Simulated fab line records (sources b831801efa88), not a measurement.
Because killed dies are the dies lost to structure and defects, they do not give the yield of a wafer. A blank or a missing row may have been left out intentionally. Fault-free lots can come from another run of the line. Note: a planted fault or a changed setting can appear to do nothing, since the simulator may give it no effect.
Which tool is to blame? || flow gf180mcu || 6 lots with 18 wafers sampled at 2 steps, on a route of 602 steps

WHAT THE GAUGES SHOWED, per wafer
GF_PSD_RS_MEAS_14: measurement is done with a four-point probe.
{"lot": "L736", "measured": "day 14 12:55", "on": "filmMetro-02", "NSD_RS (ohm/sq)": "46.05 46.12 46.12"}
{"lot": "L739", "measured": "day 15 17:41", "on": "filmMetro-02", "NSD_RS (ohm/sq)": "46.20 46.28 46.17"}
{"lot": "L741", "measured": "day 16 06:28", "on": "filmMetro-01", "NSD_RS (ohm/sq)": "46.34 46.27 46.22"}
{"lot": "L744", "measured": "day 17 08:25", "on": "filmMetro-02", "NSD_RS (ohm/sq)": "46.22 46.17 46.11"}
{"lot": "L749", "measured": "day 19 04:46", "on": "filmMetro-02", "NSD_RS (ohm/sq)": "46.15 46.19 46.24"}
{"lot": "L751", "measured": "day 19 23:28", "on": "filmMetro-01", "NSD_RS (ohm/sq)": "44.16 44.17 44.13"}

EACH LOT AND THE TOOL THAT RAN IT (in order: tool; ch and the chambers of the sampled wafers; start)
{"lot": "L736", "GF_PSD_RTA_13": "rtpAnneal-01 ch 0, day 14 12:49"}
{"lot": "L739", "GF_PSD_RTA_13": "rtpAnneal-01 ch 0, day 15 17:35"}
{"lot": "L741", "GF_PSD_RTA_13": "rtpAnneal-01 ch 0, day 16 06:23"}
{"lot": "L744", "GF_PSD_RTA_13": "rtpAnneal-01 ch 0, day 17 08:20"}
{"lot": "L749", "GF_PSD_RTA_13": "rtpAnneal-02 ch 0, day 19 04:41"}
{"lot": "L751", "GF_PSD_RTA_13": "rtpAnneal-01 ch 0, day 19 23:22"}
- GF_PSD_RTA_13: time 20 s.

THE ANSWER, worked out from the rows above alone
Rule: usual is defined by the lots themselves. Put in order of their means at a reading, lots are off if they are a third of the lots or fewer, leave a main group of 4 or more, and stand apart from it by a gap of 3 or more times the standard deviation of the main group's means; of several such gaps the widest counts. If all means in a main group match to the digits the tables above print for the reading, that group is not used. Also off: a lot with no number at a reading for which 4 or more lots have one. Where the step has rows for the other lots, those lots are counted as sound.
Off: L751, at GF_PSD_RS_MEAS_14 (NSD_RS). Main group: mean 46.19 ohm/sq, sd 0.059.
If a tool, at a process step before that reading, ran all the lots that are off and no sound lot after the first of them, it fits. Those tools and the gauges at GF_PSD_RS_MEAS_14 are tried in the same way. This does not decide it: 2 tools fit, namely rtpAnneal-01 at GF_PSD_RTA_13 and filmMetro-01 at GF_PSD_RS_MEAS_14.

WHAT THE SIMULATOR HAD PUT IN
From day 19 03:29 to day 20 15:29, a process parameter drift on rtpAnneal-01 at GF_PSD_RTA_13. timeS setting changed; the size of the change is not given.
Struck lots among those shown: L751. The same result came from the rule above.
